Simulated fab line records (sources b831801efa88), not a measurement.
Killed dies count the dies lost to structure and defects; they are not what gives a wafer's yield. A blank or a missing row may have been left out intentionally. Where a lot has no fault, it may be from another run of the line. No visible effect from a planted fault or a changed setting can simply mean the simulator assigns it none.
fab line records    flow gf180mcu
record lots=14  wafers=42  lastDay=34
route steps=602 shown STI@23 VT_IMPLANT@117
lots that met no fault: taken from a fault-free run of the same line
startH: start of the lot's first displayed wafer, in hours after the record's first day    waitH: hours since the lot's step before    " unchanged from the row above    L1.1+2: one row covering several wafers at once    - value missing, or start not given    * or withheld: withheld    < > ~ a bound
route shown NAME@n: names a module that has steps shown in the file, with the first one's number in the route    usual: the fault-free wafers' mean and standard deviation    same: alike in all rows    chamber/n: place in a boat    sites: readings site by site    _std_site: how widely they spread, as a standard deviation    _edge_site: outer sites' mean less inner sites'    radiusMm: for every site, how far away it sits from the centre of the wafer    mask NAME#n: copy n    behind: the most recent tool/chamber to have shaped the wafer    hold: the reason the lot was held/the length of the hold in hours/how it ended    device: names the non-switching transistor (n, p or np)    end of line: the same wafers' tests at the end of the route    a step without rows: its recipe alone    killed: the dies lost at the first sort to structure and to defects; this is not the yield of the wafer    map: the dies of a wafer, with x for killed, . for not killed, _ for no die there
set.NAME: setting as actually run; set.NAME@STEP: the setting as run at that earlier step    model.NAME: the simulator's own value behind a step, which no gauge read
the route's steps for a sample of lots (tables are steps, rows are wafers)
## steps
# step GF_STI_THK_MEAS_22
# recipe reads=SiO2_of_STI_OXIDATION_21
# usual STI_OXIDATION_01_THK=15.16/0.28
lot.wafer  tool          chamber  startH  waitH  STI_OXIDATION_01_THK[nm]
L793.1     filmMetro-03  -        26.93   0.0    14.56
L793.3     "             -        "       "      14.62
L793.6     "             -        "       "      14.47
L794.2     filmMetro-03  -        33.48   0.0    14.97
L794.3     "             -        "       "      15.02
L794.4     "             -        "       "      14.99
L797.2     filmMetro-01  -        47.88   0.0    15.62
L797.5     "             -        "       "      15.14
L797.6     "             -        "       "      15.46
L798.1     filmMetro-02  -        57.64   0.0    14.94
L798.4     "             -        "       "      14.84
L798.6     "             -        "       "      14.86
L799.4     filmMetro-03  -        58.30   0.0    14.87
L799.5     "             -        "       "      15.03
L799.6     "             -        "       "      14.89
L800.2     filmMetro-01  -        63.57   0.0    14.93
L800.3     "             -        "       "      14.81
L800.4     "             -        "       "      14.82
L806.2     filmMetro-03  -        93.88   0.0    15.18
L806.4     "             -        "       "      15.38
L806.6     "             -        "       "      14.99
L807.2     filmMetro-01  -        99.93   0.0    14.95
L807.3     "             -        "       "      15.07
L807.4     "             -        "       "      15.05
L808.1     filmMetro-02  -        105.31  0.0    15.50
L808.2     "             -        "       "      15.56
L808.6     "             -        "       "      15.50
L809.2     filmMetro-01  -        109.52  0.0    15.24
L809.3     "             -        "       "      15.62
L809.5     "             -        "       "      15.58
L813.3     filmMetro-01  -        130.30  0.0    15.28
L813.4     "             -        "       "      14.94
L813.6     "             -        "       "      15.33
L814.2     filmMetro-03  -        137.65  0.0    15.28
L814.5     "             -        "       "      15.35
L814.6     "             -        "       "      15.25
L815.1     filmMetro-01  -        140.39  0.0    15.22
L815.3     "             -        "       "      15.05
L815.5     "             -        "       "      15.22
L816.3     filmMetro-02  -        146.22  0.0    15.54
L816.4     "             -        "       "      15.21
L816.6     "             -        "       "      15.31
# step GF_VT_IMPLANT_PEB_27
# recipe tempC=withheld  timeS=*  resist=NOVOLAK
# usual chillPlateTempC=*  exhaustPa=45.0/0.93
lot.wafer  tool           chamber  startH  waitH  chillPlateTempC  exhaustPa
L793.1     lithoTrack-04  0        141.17  -      *                45.6
L793.3     "              0        "       "      *                43.9
L793.6     "              0        "       "      *                44.6
L794.2     lithoTrack-01  0        151.31  -      *                47.2
L794.3     "              0        "       "      *                46.7
L794.4     "              0        "       "      *                45.4
L797.2     lithoTrack-01  0        166.71  -      *                43.9
L797.5     "              0        "       "      *                45.6
L797.6     "              0        "       "      *                44.5
L798.1     lithoTrack-01  0        174.93  -      *                46.3
L798.4     "              0        "       "      *                45.5
L798.6     "              0        "       "      *                44.9
L799.4     lithoTrack-03  0        177.40  -      *                43.2
L799.5     "              0        "       "      *                42.3
L799.6     "              0        "       "      *                43.2
L800.2     lithoTrack-01  0        179.91  -      *                45.8
L800.3     "              0        "       "      *                44.3
L800.4     "              0        "       "      *                44.2
L806.2     lithoTrack-03  0        212.90  -      *                45.9
L806.4     "              0        "       "      *                45.3
L806.6     "              0        "       "      *                44.3
L807.2     lithoTrack-01  -        216.46  -      -                -
L807.3     "              -        "       "      -                -
L807.4     "              -        "       "      -                -
L808.1     lithoTrack-04  -        225.91  -      -                -
L808.2     "              -        "       "      -                -
L808.6     "              -        "       "      -                -
L809.2     lithoTrack-01  0        229.81  -      *                44.3
L809.3     "              0        "       "      *                46.2
L809.5     "              0        "       "      *                46.1
L813.3     lithoTrack-03  0        255.52  -      *                44.2
L813.4     "              0        "       "      *                45.0
L813.6     "              0        "       "      *                44.0
L814.2     lithoTrack-04  0        264.34  -      *                42.2
L814.5     "              0        "       "      *                45.3
L814.6     "              0        "       "      *                43.4
L815.1     lithoTrack-04  0        267.56  -      *                45.7
L815.3     "              0        "       "      *                45.0
L815.5     "              0        "       "      *                46.7
L816.3     lithoTrack-04  0        276.16  -      *                44.3
L816.4     "              0        "       "      *                45.4
L816.6     "              0        "       "      *                43.9
# step GF_VT_IMPLANT_OVL_MEAS_29
# usual VT_IMPLANT_02_OVL=-0.6/1.3
lot.wafer  tool        chamber  startH  waitH  VT_IMPLANT_02_OVL[nm]
L793.1     overlay-01  -        141.47  0.1    0.3
L793.3     "           -        "       "      0.7
L793.6     "           -        "       "      0.8
L794.2     overlay-02  -        151.59  0.1    -0.7
L794.3     "           -        "       "      -1.5
L794.4     "           -        "       "      -1.0
L797.2     overlay-01  -        166.99  0.1    -0.5
L797.5     "           -        "       "      -2.0
L797.6     "           -        "       "      -1.8
L798.1     overlay-02  -        175.23  0.1    -0.7
L798.4     "           -        "       "      -0.8
L798.6     "           -        "       "      2.2
L799.4     overlay-01  -        177.64  0.1    0.4
L799.5     "           -        "       "      1.4
L799.6     "           -        "       "      1.7
L800.2     overlay-02  -        180.19  0.1    -1.5
L800.3     "           -        "       "      -1.6
L800.4     "           -        "       "      -1.7
L806.2     overlay-02  -        213.18  0.1    -0.8
L806.4     "           -        "       "      -1.2
L806.6     "           -        "       "      -3.4
L807.2     overlay-02  -        216.74  0.1    -0.7
L807.3     "           -        "       "      -1.4
L807.4     "           -        "       "      0.7
L808.1     overlay-02  -        226.21  0.1    0.3
L808.2     "           -        "       "      -0.7
L808.6     "           -        "       "      -0.1
L809.2     overlay-01  -        230.09  0.1    0.5
L809.3     "           -        "       "      1.0
L809.5     "           -        "       "      -0.3
L813.3     overlay-01  -        255.78  0.1    -1.6
L813.4     "           -        "       "      0.1
L813.6     "           -        "       "      -0.2
L814.2     overlay-01  -        264.62  0.1    0.3
L814.5     "           -        "       "      1.2
L814.6     "           -        "       "      0.0
L815.1     overlay-02  -        267.86  0.1    -1.4
L815.3     "           -        "       "      0.3
L815.5     "           -        "       "      -0.4
L816.3     overlay-02  -        276.43  0.1    -2.5
L816.4     "           -        "       "      -0.7
L816.6     "           -        "       "      -0.4
# step GF_VT_IMPLANT_OVL_MEAS_40
# usual VT_IMPLANT_03_OVL=1.9/1.2
lot.wafer  tool        chamber  startH  waitH  VT_IMPLANT_03_OVL[nm]
L793.1     overlay-02  -        156.53  0.1    3.2
L793.3     "           -        "       "      2.5
L793.6     "           -        "       "      0.9
L794.2     overlay-01  -        166.77  0.1    1.2
L794.3     "           -        "       "      2.4
L794.4     "           -        "       "      1.9
L797.2     overlay-02  -        178.98  0.1    2.0
L797.5     "           -        "       "      2.3
L797.6     "           -        "       "      4.8
L798.1     overlay-02  -        185.18  0.1    0.1
L798.4     "           -        "       "      1.0
L798.6     "           -        "       "      0.6
L799.4     overlay-01  -        188.50  0.1    0.5
L799.5     "           -        "       "      1.1
L799.6     "           -        "       "      1.0
L800.2     overlay-02  -        192.12  0.1    -0.7
L800.3     "           -        "       "      1.0
L800.4     "           -        "       "      1.6
L806.2     overlay-01  -        231.17  0.1    0.8
L806.4     "           -        "       "      0.8
L806.6     "           -        "       "      1.1
L807.2     overlay-02  -        235.13  0.1    0.7
L807.3     "           -        "       "      1.1
L807.4     "           -        "       "      1.0
L808.1     overlay-02  -        245.31  0.1    1.7
L808.2     "           -        "       "      1.2
L808.6     "           -        "       "      1.3
L809.2     overlay-02  -        248.73  0.1    2.5
L809.3     "           -        "       "      4.1
L809.5     "           -        "       "      4.4
L813.3     overlay-01  -        275.38  0.1    2.2
L813.4     "           -        "       "      1.9
L813.6     "           -        "       "      2.5
L814.2     overlay-02  -        284.78  0.1    1.1
L814.5     "           -        "       "      3.5
L814.6     "           -        "       "      1.9
L815.1     overlay-01  -        288.02  0.1    3.6
L815.3     "           -        "       "      2.9
L815.5     "           -        "       "      1.6
L816.3     overlay-02  -        295.73  0.1    2.9
L816.4     "           -        "       "      1.5
L816.6     "           -        "       "      1.9
## key
firstSign step=GF_VT_IMPLANT_PEB_27  reading=toolRecord  direction=missing
effect none on later readings
metAt GF_VT_IMPLANT_PEB_27
struckLots L807,L808
sortLeftOut L807.2,L807.3,L807.4,L808.1,L808.2,L808.6
testerLeftOut L807,L808
notActingAt GF_STI_THK_MEAS_22,GF_VT_IMPLANT_OVL_MEAS_29,GF_VT_IMPLANT_OVL_MEAS_40
onsetBetween 179.91 216.46
fault kind=skippedStepWhole  tool=lithoTrack-01,lithoTrack-04  chamber=-  onsetH=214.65  steps=GF_VT_IMPLANT_PEB_27  scope=struckLotsOnly
# testerLeftOut: of these lots the tester's yield and bins aren't shown, on N5 and GAA mostly nor the transistor test; their killed dies are dies lost to structure and defects alone, not to doping, threshold or leakage, so they don't give the yield
# sortLeftOut: the simulated sort isn't trusted on such a fault, so these wafers' sort isn't shown, and their yield isn't known
